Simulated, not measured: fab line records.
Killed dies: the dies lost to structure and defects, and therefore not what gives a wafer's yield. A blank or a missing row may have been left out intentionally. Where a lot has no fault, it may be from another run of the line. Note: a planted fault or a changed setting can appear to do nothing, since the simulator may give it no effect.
Which of the tools did it? || flow gf180mcu || 12 lots, 36 wafers sampled, at 1 step of a route of 602

## WHAT THE GAUGES READ, wafer by wafer
GF_NSD_TW_MEAS_12.
{"lot": "L075", "measured": "day 13 12:01", "on": "film_metro-04", "NSD_TW": "4162 4163 4154"}
{"lot": "L077", "measured": "day 14 11:25", "on": "film_metro-03", "NSD_TW": "4260 4245 4240"}
{"lot": "L079", "measured": "day 14 23:28", "on": "film_metro-03", "NSD_TW": "4245 4240 4230"}
{"lot": "L081", "measured": "day 15 18:28", "on": "film_metro-01", "NSD_TW": "4266 4263 4243"}
{"lot": "L083", "measured": "day 16 12:01", "on": "film_metro-03", "NSD_TW": "4240 4246 4225"}
{"lot": "L085", "measured": "day 17 07:20", "on": "film_metro-04", "NSD_TW": "4195 4199 4174"}
{"lot": "L087", "measured": "day 18 03:17", "on": "film_metro-04", "NSD_TW": "4180 4157 4186"}
{"lot": "L089", "measured": "day 18 16:11", "on": "film_metro-03", "NSD_TW": "4243 4250 4227"}
{"lot": "L091", "measured": "day 19 13:53", "on": "film_metro-01", "NSD_TW": "4316 4325 4295"}
{"lot": "L093", "measured": "day 19 23:13", "on": "film_metro-01", "NSD_TW": "4310 4282 4349"}
{"lot": "L095", "measured": "day 20 12:50", "on": "film_metro-04", "NSD_TW": "4207 4202 4185"}
{"lot": "L097", "measured": "day 21 09:43", "on": "film_metro-04", "NSD_TW": "4173 4165 4176"}

## WHAT TOOL EACH LOT RAN ON (gives the tool, then ch and the chambers of the sampled wafers, and finally the start)
There is no process step in the record ahead of these readings.

## THE ANSWER, worked out from the rows above alone
Rule: the lots themselves supply what counts as usual. The widest of any qualifying gaps counts: lots, ordered by their means at a reading, are off when they make up no more than a third of the lots, leave a main group of 4 or more, and stand apart from it by 3 or more times the standard deviation of that group's means. The tables above print the reading to a certain number of digits; a main group whose means all agree to those digits is not used. A lot without any number at a reading at which 4 lots or more have one is off too. Any other lot the step has rows for is counted as sound.
None of the lots is off at any reading shown; this tells nothing.

## WHAT THE SIMULATOR PUT IN
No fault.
